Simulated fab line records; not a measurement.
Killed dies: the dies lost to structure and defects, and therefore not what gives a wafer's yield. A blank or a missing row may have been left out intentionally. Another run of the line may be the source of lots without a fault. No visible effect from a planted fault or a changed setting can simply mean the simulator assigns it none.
Matching of chambers ; flow gf180mcu ; GF_V5_ETCH_16 on rie-diel-01: 4 sister chambers
The step etches BARC in N2/H2. 8 wafers are shown with their chamber, then 11 later ones without.

== EACH WAFER AND ITS CHAMBER ==
wafer;chamber;rf-fwd-power-W (W);oes-product-au (a.u.)
L077.1;2;496.6;0.856
L083.3;0;493.9;0.858
L083.4;0;488.8;0.852
L085.5;2;495.9;0.852
L088.1;1;496.7;0.855
L088.4;3;494.5;0.863
L088.6;1;497.1;0.853
L089.4;3;491.0;0.852

== WAFERS WITHOUT THEIR CHAMBER ==
wafer;rf-fwd-power-W (W);oes-product-au (a.u.)
L089.5;491.4;0.858
L089.6;493.5;0.863
L091.1;492.3;0.855
L091.3;497.4;0.859
L091.4;488.3;0.859
L096.3;492.0;0.853
L096.4;494.1;0.855
L096.5;495.2;0.848
L097.2;493.8;0.852
L097.4;493.0;0.859
L097.6;495.3;0.848

== THE CHAMBER EACH PASSED THROUGH ==
wafer;from the rows above;in truth
L089.5;can't be placed: 3 or 0 or 2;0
L089.6;can't be placed: 3 or 0 or 2 or 1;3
L091.1;can't be placed: 0 or 3 or 2 or 1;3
L091.3;can't be placed: 1 or 2 or 3 or 0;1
L091.4;can't be placed: 0 or 3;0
L096.3;can't be placed: 0 or 3 or 2 or 1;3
L096.4;can't be placed: 3 or 2 or 0 or 1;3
L096.5;can't be placed: 2 or 1 or 0 or 3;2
L097.2;can't be placed: 2 or 3 or 0 or 1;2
L097.4;can't be placed: 3 or 0 or 2 or 1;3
L097.6;can't be placed: 2 or 1 or 3 or 0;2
Correctly placed: 0 of 11. Not placeable from these rows: 11 (in 11, the candidates include the true chamber). Placed wrongly: 0.
How it was worked out, from the rows above alone: a wafer's distance from a chamber is the root of the sum, over the readings, of the square of ((its reading less the chamber's mean) divided by the reading's scatter). If the next closest chamber is less than 2 further off than the closest, the wafer can't be placed; otherwise it belongs to the closest. For every chamber, the mean is computed from those of its wafers that are shown. The scatter: take each reading less its chamber's mean, square it, sum over the shown wafers, divide by the number of wafers less the number of chambers, and take the root.
